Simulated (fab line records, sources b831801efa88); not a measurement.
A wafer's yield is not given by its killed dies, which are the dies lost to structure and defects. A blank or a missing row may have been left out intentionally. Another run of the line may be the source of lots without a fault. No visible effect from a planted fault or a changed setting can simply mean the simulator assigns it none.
fab line records	flow gf180mcu
record lots=11	wafers=33	last-day=34
route steps=602 shown POLY_GATE@157 HV_LDD@213 SALICIDE@286 CONTACT@303
lots untouched by any fault: they come from a run of this same line in which no faults occurred
start-h: the number of hours between the record's first day and the start of the first shown wafer of the lot	wait-h: hours elapsed since this lot's preceding step	" repeats the value in the row above	L1.1+2: one row covering several wafers at once	- no value, or no start given	* or withheld: withheld	< > ~ a bound
route shown NAME@n: names a module that has steps shown in the file, with the first one's number in the route	usual: the fault-free wafers' mean and standard deviation	same: alike in all rows	chamber/n: place in a boat	sites: readings site by site	_std_site: the values' standard deviation	_edge_site: outer sites' mean less inner sites'	radius-mm: how far each site lies from the wafer's centre	mask NAME#n: copy n	behind: the tool/chamber that last shaped the wafer	hold: cause of the lot's hold/its duration in hours/its outcome	device: the n, p or np transistor that did not switch	end of line: at the end of the route, the tests of the same wafers	step lacking rows: just its recipe	killed: dies lost to structure and defects at the first sort, not the wafer's yield	map: shows each die of a wafer: x if killed, . if not, _ if none is there
set.NAME: setting as actually run; set.NAME@STEP: the setting as run at that earlier step	model.NAME: the simulator's own value behind a step, which no gauge read
steps of the route over a sample of lots; a table a step, a row a wafer
services: from which hour (start-h, from the record's first day; less than 0 if before it) a tool's chamber was out of use, for how many hours, and why
## steps
# step GF_POLY_GATE_CVD_00
# recipe material=poly-Si	target-thk-nm=200	temp-c=620	time-s=1200	pressure-mtorr=200
# usual spike-tc-top-C=636.5/2.1	zone-power-bottom-pct=14.2/0.81	zone-power-lower-pct=8.7/0.38
lot.wafer	tool	chamber	start-h	wait-h	spike-tc-top-C	zone-power-bottom-pct	zone-power-lower-pct
L441.1	lpcvd-02	0	218.08	0.0	636.9	14.1	8.8
L441.2	"	0	"	"	638.2	13.8	8.7
L441.6	"	0	"	"	638.8	13.9	8.7
L448.1	lpcvd-02	0	275.37	0.0	638.4	13.9	8.8
L448.4	"	0	"	"	637.9	13.9	8.8
L448.6	"	0	"	"	639.2	13.6	8.7
L449.2	lpcvd-02	0	278.35	0.0	638.9	13.9	8.8
L449.4	"	0	"	"	638.4	14.0	8.9
L449.5	"	0	"	"	638.4	13.5	8.8
L450.1	lpcvd-02	0	283.20	0.1	638.8	14.0	9.0
L450.2	"	0	"	"	638.3	13.9	8.7
L450.4	"	0	"	"	640.0	13.8	8.8
L451.3	lpcvd-01	0	288.84	0.0	634.5	14.9	8.5
L451.4	"	0	"	"	635.2	15.1	8.6
L451.6	"	0	"	"	635.8	14.8	8.4
L452.1	lpcvd-01	1	295.46	0.0	632.2	12.9	8.2
L452.2	"	1	"	"	632.6	12.9	7.9
L452.3	"	1	"	"	632.3	12.8	8.0
L453.2	lpcvd-01	0	301.84	0.0	635.8	14.9	8.5
L453.4	"	0	"	"	636.6	14.9	8.5
L453.6	"	0	"	"	634.8	15.1	8.3
L454.2	lpcvd-01	1	308.56	0.2	634.1	12.9	8.2
L454.5	"	1	"	"	633.8	12.7	8.0
L454.6	"	1	"	"	631.3	13.2	8.0
L455.1	lpcvd-02	0	316.93	0.0	640.3	13.7	8.8
L455.5	"	0	"	"	639.3	14.1	8.9
L455.6	"	0	"	"	639.6	14.1	8.9
L456.1	lpcvd-01	0	325.51	0.0	636.1	14.8	8.5
L456.2	"	0	"	"	636.2	14.7	8.5
L456.4	"	0	"	"	635.3	14.8	8.4
L457.1	lpcvd-02	0	333.07	0.0	637.9	13.6	8.7
L457.3	"	0	"	"	640.8	14.1	8.7
L457.6	"	0	"	"	639.0	13.8	8.9
# step GF_POLY_GATE_THK_MEAS_01
# recipe reads=poly-Si_of_POLY_GATE_CVD_00
# usual POLY_GATE_CVD_00_THK=200.9/1.8
lot.wafer	tool	chamber	start-h	wait-h	POLY_GATE_CVD_00_THK[nm]
L441.1	film-metro-02	-	219.41	0.1	146.6
L441.2	"	-	"	"	142.6
L441.6	"	-	"	"	142.7
L448.1	film-metro-04	-	276.71	0.0	203.3
L448.4	"	-	"	"	201.9
L448.6	"	-	"	"	202.1
L449.2	film-metro-04	-	279.69	0.0	201.6
L449.4	"	-	"	"	200.9
L449.5	"	-	"	"	202.2
L450.1	film-metro-04	-	284.53	0.0	201.4
L450.2	"	-	"	"	200.6
L450.4	"	-	"	"	199.4
L451.3	film-metro-02	-	290.20	0.0	198.3
L451.4	"	-	"	"	199.6
L451.6	"	-	"	"	199.2
L452.1	film-metro-04	-	296.80	0.0	199.5
L452.2	"	-	"	"	198.9
L452.3	"	-	"	"	197.7
L453.2	film-metro-04	-	303.18	0.0	200.9
L453.4	"	-	"	"	200.8
L453.6	"	-	"	"	201.5
L454.2	film-metro-01	-	309.90	0.0	201.4
L454.5	"	-	"	"	201.3
L454.6	"	-	"	"	201.8
L455.1	film-metro-02	-	318.26	0.0	205.5
L455.5	"	-	"	"	204.6
L455.6	"	-	"	"	205.8
L456.1	film-metro-01	-	326.84	0.0	198.5
L456.2	"	-	"	"	198.3
L456.4	"	-	"	"	198.8
L457.1	film-metro-04	-	334.40	0.0	202.6
L457.3	"	-	"	"	203.4
L457.6	"	-	"	"	201.3
# step GF_POLY_GATE_ETCH_13
# recipe target=poly-Si	target-depth-nm=198.5	stop-on=SiO2	over-etch-frac=0.403	chemistry=HBr/Cl2	icp-w=400	bias-w=100	pressure-mtorr=10	HBr_flow_sccm=150	Cl2_flow_sccm=50	time-s=69.6
# usual drypump-motor-current-A=5.7/0.57	he-backside-leak-sccm=2.70/0.29	oes-product-au=0.991/0.011	throttle-valve-pct=33.685/0.0082
lot.wafer	tool	chamber	start-h	wait-h	drypump-motor-current-A	he-backside-leak-sccm	oes-product-au	rf-hours-counter-h	throttle-valve-pct
L441.1	rie-si-02	1	237.87	-	6.3	2.79	0.811	0	33.689
L441.2	"	0	"	"	5.0	2.76	0.796	2	33.684
L441.6	"	1	"	"	6.3	2.70	0.794	-	33.687
L448.1	rie-si-02	0	297.09	-	5.0	2.90	0.981	3	33.675
L448.4	"	1	"	"	6.3	2.74	0.981	1	33.693
L448.6	"	2	"	"	5.1	2.25	0.995	-	33.689
L449.2	rie-si-02	0	299.59	-	5.0	3.04	0.978	3	33.696
L449.4	"	2	"	"	5.1	2.32	0.986	17	33.667
L449.5	"	0	"	"	5.0	2.95	0.973	-	33.683
L450.1	rie-si-02	3	305.36	-	5.4	2.86	1.009	0	33.686
L450.2	"	2	"	"	5.1	2.25	1.002	17	33.678
L450.4	"	0	"	"	5.0	2.80	0.986	3	33.682
L451.3	rie-si-02	0	310.29	-	5.0	2.96	0.978	3	33.690
L451.4	"	3	"	"	5.3	2.55	0.995	0	33.685
L451.6	"	0	"	"	5.0	2.78	0.975	-	33.692
L452.1	rie-si-02	3	317.26	-	5.4	2.81	1.001	0	33.670
L452.2	"	2	"	"	5.1	2.28	0.990	17	33.680
L452.3	"	0	"	"	5.0	3.03	0.982	3	33.691
L453.2	rie-si-02	3	323.59	-	5.4	2.75	0.991	0	33.700
L453.4	"	1	"	"	6.3	2.76	0.976	-	33.677
L453.6	"	3	"	"	5.4	2.69	0.990	-	33.697
L454.2	rie-si-01	1	330.81	-	6.5	2.38	0.990	61	33.691
L454.5	"	0	"	"	5.5	2.96	0.995	-	33.682
L454.6	"	3	"	"	5.9	2.64	1.000	-	33.682
L455.1	rie-si-01	2	339.66	-	6.5	3.04	1.000	1	33.694
L455.5	"	2	"	"	6.5	2.85	1.001	-	33.686
L455.6	"	3	"	"	5.9	2.71	1.010	-	33.696
L456.1	rie-si-02	0	348.89	-	5.1	2.75	0.977	3	33.691
L456.2	"	3	"	"	5.3	2.50	1.004	1	33.684
L456.4	"	2	"	"	5.1	2.25	0.997	17	33.676
L457.1	rie-si-01	3	356.24	-	5.9	2.47	1.002	72	33.684
L457.3	"	0	"	"	5.5	2.80	1.010	0	33.683
L457.6	"	0	"	"	5.5	2.79	1.000	-	33.677
# step GF_HV_LDD_STRIP_37
# recipe chemistry=O2/N2	power-w=1400	pressure-mtorr=1500	platen-temp-c=250	o2-flow-sccm=3000	n2-flow-sccm=300	overash-fraction=0.5
# usual drypump-motor-current-A=5.4/0.39	heater-power-w=328/20	oes-product-au=0.716/0.0044	strip-time-to-endpoint-s=12.67/0.036
lot.wafer	tool	chamber	start-h	wait-h	drypump-motor-current-A	heater-power-w	oes-product-au	rf-hours-counter-h	strip-time-to-endpoint-s
L441.1	plasma-asher-04	1	298.22	0.1	4.8	314	0.715	62	12.68
L441.2	"	0	"	"	5.6	318	0.715	62	12.66
L441.6	"	0	"	"	5.5	316	0.724	-	12.67
L448.1	plasma-asher-02	0	365.48	0.1	5.4	325	0.713	28	12.70
L448.4	"	0	"	"	5.4	327	0.718	-	12.69
L448.6	"	0	"	"	5.4	314	0.715	-	12.70
L449.2	plasma-asher-02	0	366.42	0.1	5.4	317	0.720	28	12.61
L449.4	"	0	"	"	5.4	321	0.711	-	12.63
L449.5	"	0	"	"	5.4	321	0.719	-	12.62
L450.1	plasma-asher-04	0	371.63	0.1	5.5	317	0.718	69	12.66
L450.2	"	1	"	"	4.8	311	0.717	69	12.64
L450.4	"	0	"	"	5.5	320	0.716	-	12.68
L451.3	plasma-asher-02	0	379.85	0.1	5.4	321	0.717	-	12.63
L451.4	"	1	"	"	6.0	309	0.711	-	12.62
L451.6	"	0	"	"	5.4	324	0.708	-	12.63
L452.1	plasma-asher-02	0	387.07	0.1	5.4	328	0.719	30	12.65
L452.2	"	1	"	"	6.0	316	0.715	30	12.65
L452.3	"	0	"	"	5.4	309	0.715	-	12.66
L453.2	plasma-asher-04	0	392.88	0.1	5.5	319	0.718	72	12.66
L453.4	"	1	"	"	4.8	307	0.722	-	12.64
L453.6	"	0	"	"	5.5	317	0.723	-	12.63
L454.2	plasma-asher-01	1	400.21	0.1	5.1	359	0.722	76	12.70
L454.5	"	0	"	"	5.2	353	0.710	-	12.69
L454.6	"	1	"	"	5.1	364	0.710	-	12.72
L455.1	plasma-asher-01	1	411.23	0.1	5.1	361	0.713	78	12.64
L455.5	"	0	"	"	5.2	348	0.714	-	12.64
L455.6	"	1	"	"	5.1	362	0.719	-	12.70
L456.1	plasma-asher-02	1	420.58	0.1	6.0	313	0.720	34	12.71
L456.2	"	0	"	"	5.4	313	0.719	34	12.70
L456.4	"	1	"	"	6.0	310	0.715	-	12.72
L457.1	plasma-asher-02	0	428.98	0.1	5.4	317	0.718	35	12.68
L457.3	"	1	"	"	6.0	317	0.719	-	12.70
L457.6	"	0	"	"	5.5	324	0.716	-	12.64
# step GF_SALICIDE_RTA_08
# recipe temp-c=800	time-s=30	ambient=N2
# usual lamp-power-pct=17.2/1.8	wafer_temp_C_max=804.2/1.7
lot.wafer	tool	chamber	start-h	wait-h	lamp-power-pct	wafer_temp_C_max
L441.1	rtp-anneal-01	0	390.98	0.0	15.6	805.0
L441.2	"	0	"	"	15.5	806.3
L441.6	"	0	"	"	15.6	804.1
L448.1	rtp-anneal-01	0	464.70	0.0	15.5	806.5
L448.4	"	0	"	"	15.6	804.5
L448.6	"	0	"	"	15.5	807.2
L449.2	rtp-anneal-01	0	465.78	0.0	15.5	805.5
L449.4	"	0	"	"	15.6	806.8
L449.5	"	0	"	"	15.6	805.7
L450.1	rtp-anneal-02	0	471.93	0.0	19.2	802.0
L450.2	"	0	"	"	19.2	802.9
L450.4	"	0	"	"	19.2	802.5
L451.3	rtp-anneal-01	0	479.30	0.0	15.6	805.1
L451.4	"	0	"	"	15.6	804.3
L451.6	"	0	"	"	15.6	806.7
L452.1	rtp-anneal-02	0	488.43	0.0	19.2	802.6
L452.2	"	0	"	"	19.2	802.2
L452.3	"	0	"	"	19.2	803.6
L453.2	rtp-anneal-02	0	493.62	0.0	19.2	802.2
L453.4	"	0	"	"	19.2	802.0
L453.6	"	0	"	"	19.2	802.8
L454.2	rtp-anneal-01	0	501.47	0.0	15.6	806.8
L454.5	"	0	"	"	15.5	806.8
L454.6	"	0	"	"	15.5	805.8
L455.1	rtp-anneal-01	0	512.65	0.0	15.6	806.8
L455.5	"	0	"	"	15.6	805.2
L455.6	"	0	"	"	15.5	806.7
L456.1	rtp-anneal-01	0	521.48	0.0	15.6	804.8
L456.2	"	0	"	"	15.6	804.5
L456.4	"	0	"	"	15.5	806.4
L457.1	rtp-anneal-01	0	530.44	0.0	15.6	804.8
L457.3	"	0	"	"	15.6	805.1
L457.6	"	0	"	"	15.6	806.0
# step GF_CONTACT_ETCH_16
# recipe chemistry=N2/H2	target-depth-a=withheld	overetch-a=withheld	time-s=withheld	target=BARC	ion-energy-ev=200	source-w=500	bias-w=100	pressure-mtorr=30	n2-flow-sccm=100	h2-flow-sccm=200
# usual drypump-motor-current-A=5.57/0.3	h2-flow-sccm=200.0/0.57	oes-product-au=0.855/0.0046	throttle-valve-pct=13.223/0.009
lot.wafer	tool	chamber	start-h	wait-h	drypump-motor-current-A	h2-flow-sccm	oes-product-au	throttle-valve-pct
L441.1	rie-diel-02	3	415.33	0.0	5.54	199.3	0.852	13.224
L441.2	"	2	"	"	5.21	199.4	0.849	13.233
L441.6	"	3	"	"	5.52	198.9	0.855	13.233
L448.1	rie-diel-01	3	489.52	0.0	5.32	200.4	0.852	13.207
L448.4	"	0	"	"	5.75	200.0	0.856	13.220
L448.6	"	3	"	"	5.37	199.8	0.851	13.232
L449.2	rie-diel-04	2	490.36	0.0	5.23	199.4	0.849	13.242
L449.4	"	1	"	"	5.64	199.7	0.854	13.215
L449.5	"	2	"	"	5.23	200.2	0.862	13.220
L450.1	rie-diel-01	0	497.02	0.0	5.72	200.4	0.869	13.235
L450.2	"	3	"	"	5.31	200.6	0.853	13.222
L450.4	"	2	"	"	5.54	201.0	0.865	13.235
L451.3	rie-diel-01	3	503.52	0.0	5.35	200.6	0.856	13.205
L451.4	"	0	"	"	5.72	199.4	0.855	13.222
L451.6	"	1	"	"	5.34	200.1	0.854	13.237
L452.1	rie-diel-02	2	512.85	0.0	5.22	200.8	0.860	13.220
L452.2	"	1	"	"	6.14	199.9	0.858	13.233
L452.3	"	0	"	"	5.82	200.2	0.859	13.220
L453.2	rie-diel-02	3	518.06	0.0	5.51	198.9	0.860	13.218
L453.4	"	2	"	"	5.21	199.2	0.851	13.224
L453.6	"	0	"	"	5.83	200.5	0.856	13.219
L454.2	rie-diel-01	2	525.16	0.0	5.56	199.0	0.861	13.225
L454.5	"	2	"	"	5.57	199.7	0.853	13.229
L454.6	"	3	"	"	5.36	199.7	0.849	13.223
L455.1	rie-diel-04	3	536.55	0.0	5.58	199.4	0.865	13.230
L455.5	"	3	"	"	5.60	199.4	0.858	13.229
L455.6	"	2	"	"	5.21	200.8	0.865	13.230
L456.1	rie-diel-02	2	544.58	0.0	5.24	199.5	0.861	13.222
L456.2	"	3	"	"	5.51	199.6	0.857	13.222
L456.4	"	0	"	"	5.89	200.1	0.848	13.234
L457.1	rie-diel-01	0	553.61	0.0	5.71	200.5	0.861	13.230
L457.3	"	3	"	"	5.35	199.6	0.858	13.205
L457.6	"	3	"	"	5.37	200.4	0.850	13.215
## services
tool	chamber	start-h	hours	kind
rie-si-01	2	208.77	6.7	repair
plasma-asher-02	-	212.00	0.4	repair
rie-diel-02	1	238.02	1.8	repair
rie-diel-02	0	265.17	4.4	repair
lpcvd-02	-	265.93	6.1	pm
rie-diel-02	2	290.93	5.2	repair
rie-diel-01	-	296.85	14.6	pm
rie-si-01	-	305.13	0.4	repair
rie-si-02	2	323.54	12.8	repair
lpcvd-01	-	341.20	4.3	pm
lpcvd-01	-	345.53	6.0	pm
rie-diel-02	2	345.88	7.7	repair
plasma-asher-04	-	349.75	4.3	pm
rie-diel-02	-	372.44	2.8	pm
lpcvd-02	-	380.81	6.0	pm
rie-si-01	-	408.32	0.1	repair
rie-diel-02	1	408.50	33.0	repair
rie-diel-01	-	452.65	0.4	repair
rie-diel-02	0	459.28	1.5	repair
rie-diel-02	3	459.58	3.6	repair
rie-diel-01	2	461.45	5.3	repair
lpcvd-01	-	490.38	2.8	pm
rie-diel-02	0	534.17	7.3	repair
plasma-asher-02	-	540.48	2.8	pm
## key
first-sign step=GF_POLY_GATE_THK_MEAS_01	reading=POLY_GATE_CVD_00_THK	direction=down	sigmas=32	usual=200.9	struck=144.0
effect step=GF_POLY_GATE_ETCH_13	reading=oes-product-au	direction=down	sigmas=17	usual=0.991	struck=0.800
met-at GF_POLY_GATE_CVD_00
struck-lots L441
struck-wafers L441.1,L441.2,L441.6
tester-left-out L441
not-acting-at GF_HV_LDD_STRIP_37,GF_SALICIDE_RTA_08,GF_CONTACT_ETCH_16
fault kind=process-parameter-drift	tool=lpcvd-02	chamber=0	onset-h=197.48	steps=GF_POLY_GATE_CVD_00	channel=time-s	offset=*	shape=step	end-h=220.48	acts-in=*	stated=*
# tester-left-out: of these lots the tester's yield and bins aren't shown, on N5 and GAA mostly nor the transistor test; their killed dies are dies lost to structure and defects alone, not to doping, threshold or leakage, so they don't give the yield
